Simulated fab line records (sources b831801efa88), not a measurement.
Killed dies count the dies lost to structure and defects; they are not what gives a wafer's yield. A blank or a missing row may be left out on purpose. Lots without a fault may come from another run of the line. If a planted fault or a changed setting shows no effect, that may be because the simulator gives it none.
Problem report in the 8D (eight disciplines) form, filled by code + flow sky130 + the parts of the form that need people (team, actions taken, sign-off) are left out

## 1. WHAT WENT WRONG
rotation_deg at SKY_LDD_N_IMPLANT_09 reads a mean of 299.55 degrees on 6 wafers of 2 lots; wafers without a fault read 113.00 degrees with a standard deviation of 0.023. That is +99 or more standard deviations from the usual mean.
The first sign was on wafer L501.1 at day 21 19:26, on implanter-01. The record holds 42 wafers of 14 lots with a number at this step. The rule behind "out" and "out of limits": a value lying over 4 standard deviations away from the usual mean. Any other wafer with a number is counted as sound.

## 2. WHAT THIS IS AND IS NOT
| question                    | is                     | is not                                                                                       |
|-----------------------------|------------------------|----------------------------------------------------------------------------------------------|
| which readings at this step | rotation_deg           | -                                                                                            |
| which lots                  | L501, L503             | L490, L491, L492, L493, L497, L499, L500, L507, L509, L511, L512, L513                       |
| which wafers of those lots  | all that have a number | -                                                                                            |
| read on which tools         | implanter-01           | implanter-02, implanter-03                                                                   |
| when                        | from day 21 19:26      | up to then (21 sound wafers); but 15 sound wafers of L507, L509, L511, L512, L513 came after |

## 3. WHAT RULES OUT EACH SUSPECT
Counting: any tool at a process step up to the reading is kept as a suspect provided that every lot that is out went through it and no sound lot did after the first of them.
- implanter-01 at SKY_LDD_N_IMPLANT_09: ruled out as a lasting fault. Following L501 (day 21 19:26), the first lot on it that is out, the sound lots L511 were run on it.
Left after counting: nothing in the record.

## 4. THE CAUSE (what the simulator had put in)
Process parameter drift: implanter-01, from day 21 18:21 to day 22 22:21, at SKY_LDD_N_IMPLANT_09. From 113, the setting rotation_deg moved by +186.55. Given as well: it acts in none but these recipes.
Counting ruled it out, wrongly.

## 5. SEQUENCE OF EFFECTS, ordered by route
Each row: a reading whose mean over the struck wafers that have a number lies more than 3 standard deviations from the usual. Scope: only readings with a usual standard deviation given in the record; hours: median across lots of the time from each lot's start at the first step in this table that gives one to its start at this step; sigmas: change in usual standard deviations.
| hours | step                 | reading      | usual          | on struck wafers | change  | sigmas      |
|-------|----------------------|--------------|----------------|------------------|---------|-------------|
| 0     | SKY_LDD_N_IMPLANT_09 | rotation_deg | 113.00 degrees | 299.55           | +186.55 | +99 or more |
It contains these process steps:
- SKY_LDD_N_IMPLANT_09
At these later measuring or inspecting steps, every struck wafer for which the step has a row has a number for every such reading, and none has moved that far: SKY_VIA1_CD_MEAS_12, SKY_METAL2_OVL_MEAS_16.

## 6. HOW IT WOULD HAVE BEEN CAUGHT EARLIER
In this record the first reading out of limits was taken at day 21 19:26, 1 hour after the fault began at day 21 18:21.
